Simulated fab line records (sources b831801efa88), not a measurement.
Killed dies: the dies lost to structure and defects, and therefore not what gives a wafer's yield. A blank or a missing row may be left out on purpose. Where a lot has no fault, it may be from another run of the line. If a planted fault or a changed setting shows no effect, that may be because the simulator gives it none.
Comparing a struck lot with a sound one || flow sky130 || 21 steps out of a route of 708
Sound: wafers L557.3, L557.5, L557.6. Struck: wafers L565.2, L565.4, L565.5. At the end, the cause is stated.
At each step with rows: each side's tool, then ch and its chambers, then its first start. Under that, the readings that differ: sound wafers || struck wafers || difference of the means || sigmas: that difference in standard deviations of wafers without a fault.
alike: readings whose means differ by less than 2 such deviations, and words and numbers that are the same on both sides. not compared: withheld readings, readings that some wafer has no value for, bounds like >300 that may hide the same value, and numbers for which the record gives no deviation and whose values overlap.
A row with sigmas, a row that says differs or no value, or rows on one side alone: a step with any of these is where the two part. Numbers that don't overlap but have no deviation are shown without sigmas and don't part them. A reading that every wafer of one side lacks parts them only if that side has two wafers or more.

SKY_SD_N_RS_MEAS_17: measures by four-point-probe.
  struck on film-metro-04, day 33 18:53; sound on film-metro-04, day 31 05:40
  alike: SD_P_RS
SKY_SD_N_RS_MEAS_18: measures by four-point-probe.
  struck on film-metro-04, day 33 19:00; sound on film-metro-04, day 31 05:47
  alike: RES_XHIGH_RS
then, 2 steps without rows for these wafers: SKY_SALICIDE_CLEAN_00 (cleans in HF-last, time 30 s); SKY_LI_CONTACT_HDPCVD_00 (deposits PSG, target thk 930 nm, time 155 s).
SKY_LI_CONTACT_THK_MEAS_01:
  struck on film-metro-02, day 33 19:14; sound on film-metro-04, day 31 06:01
  alike: LI_CONTACT_HDPCVD_THK
SKY_LI_CONTACT_CMP_02: polishes PSG.
  sound on cmp-02 ch 0,1,2, day 31 06:09; struck on cmp-01 ch 1,3, day 33 19:23
  alike: head-pressure-psi, motor-current-A, time-to-endpoint-s
SKY_LI_CONTACT_BOW_MEAS_03:
  struck on film-metro-02, day 33 19:43; sound on film-metro-03, day 31 06:23
  alike: LI_CONTACT_BOW
then, 5 steps without rows for these wafers: SKY_LI_CONTACT_DEHYDRATE_04 (time 60 s); SKY_LI_CONTACT_HMDS_05 (prime time 60 s); SKY_LI_CONTACT_COAT_06 (resist thk 60 nm); SKY_LI_CONTACT_COAT_07 (resist thk 450 nm); SKY_LI_CONTACT_SOFTBAKE_08 (time 90 s).
SKY_LI_CONTACT_EXPOSE_09: exposes mask LICM1, target cd 170 nm.
  sound on krf-scanner-02 ch 0, day 31 20:30; struck on krf-scanner-02 ch 0, day 34 08:32
  alike: mask, stage-vel-mm-s
then, 2 steps without rows for these wafers: SKY_LI_CONTACT_PEB_10; SKY_LI_CONTACT_DEVELOP_11 (develop time 60 s).
SKY_LI_CONTACT_CD_MEAS_12: the cd target is 170 nm.
  struck on cd-sem-01, day 34 21:34; sound on cd-sem-02, day 32 10:46
  alike: cd-nm
SKY_LI_CONTACT_OVL_MEAS_13:
  struck on overlay-01, day 34 21:40; sound on overlay-02, day 32 10:51
  alike: LI_CONTACT_OVL
SKY_LI_CONTACT_ETCH_14: etches BARC in N2/H2, stops on SiO2, time 45.9 s, target depth 60 nm.
  sound on rie-diel-02 ch 0,1,3, day 32 10:52; struck on rie-diel-01 ch 1,2, day 34 21:42
  alike: chamber-pressure-mTorr, drypump-motor-current-A, oes-product-au, throttle-valve-pct
  not compared: rf-hours-counter-h, model.LI_CONTACT.cd-nm
SKY_LI_CONTACT_ETCH_15: etches PSG in C4F8/O2/Ar, stops on Si, target depth 600 nm.
  sound on rie-diel-02 ch 0,1,3, day 32 10:55; struck on rie-diel-01 ch 1,2, day 34 21:44
  alike: chamber-pressure-mTorr, oes-product-au
  not compared: model.LI_CONTACT.cd-nm
SKY_LI_CONTACT_STRIP_16: strips in O2/N2.
  sound on plasma-asher-03 ch 0,1, day 32 11:02; struck on plasma-asher-04 ch 0,1, day 34 21:50
{"reading": "strip-time-to-endpoint-s (s)", "sound": "3.455 3.488 3.476", "struck": "3.551 3.544 3.525", "difference": "+0.067", "sigmas": "+2"}
  alike: chamber-pressure-mTorr, drypump-motor-current-A, oes-product-au
  not compared: rf-hours-counter-h
-- the record jumps here: 15 days lie between the struck wafers' starts before and after (it left off in module LI_CONTACT and takes up again in module PAD_OPEN, whose first step shown is number 708 of the route) --
SKY_PAD_OPEN_PROBE_99:
  struck on prober-02, day 49 19:45; sound on prober-02, day 48 02:00
{"reading": "model.etest.licon-ndiff.rc-ohm", "sound": "181.7 180.1 183.3", "struck": "196.4 186.1 185.5", "difference": "+7.6", "sigmas": ""}
  alike: killed_at_M0_to_M3, killed_at_M4_up, killed-at-contacts, killed-at-front-end, killed-at-other, killed-dies, killed-open, killed-short
  not compared: model.etest.licon-pdiff.rc-ohm

## WHERE THEY PART
At SKY_LI_CONTACT_STRIP_16 and nowhere else, as far as this record goes. Later steps at which nothing parts them and some readings are alike: SKY_PAD_OPEN_PROBE_99.

WHY: whatever the simulator had introduced
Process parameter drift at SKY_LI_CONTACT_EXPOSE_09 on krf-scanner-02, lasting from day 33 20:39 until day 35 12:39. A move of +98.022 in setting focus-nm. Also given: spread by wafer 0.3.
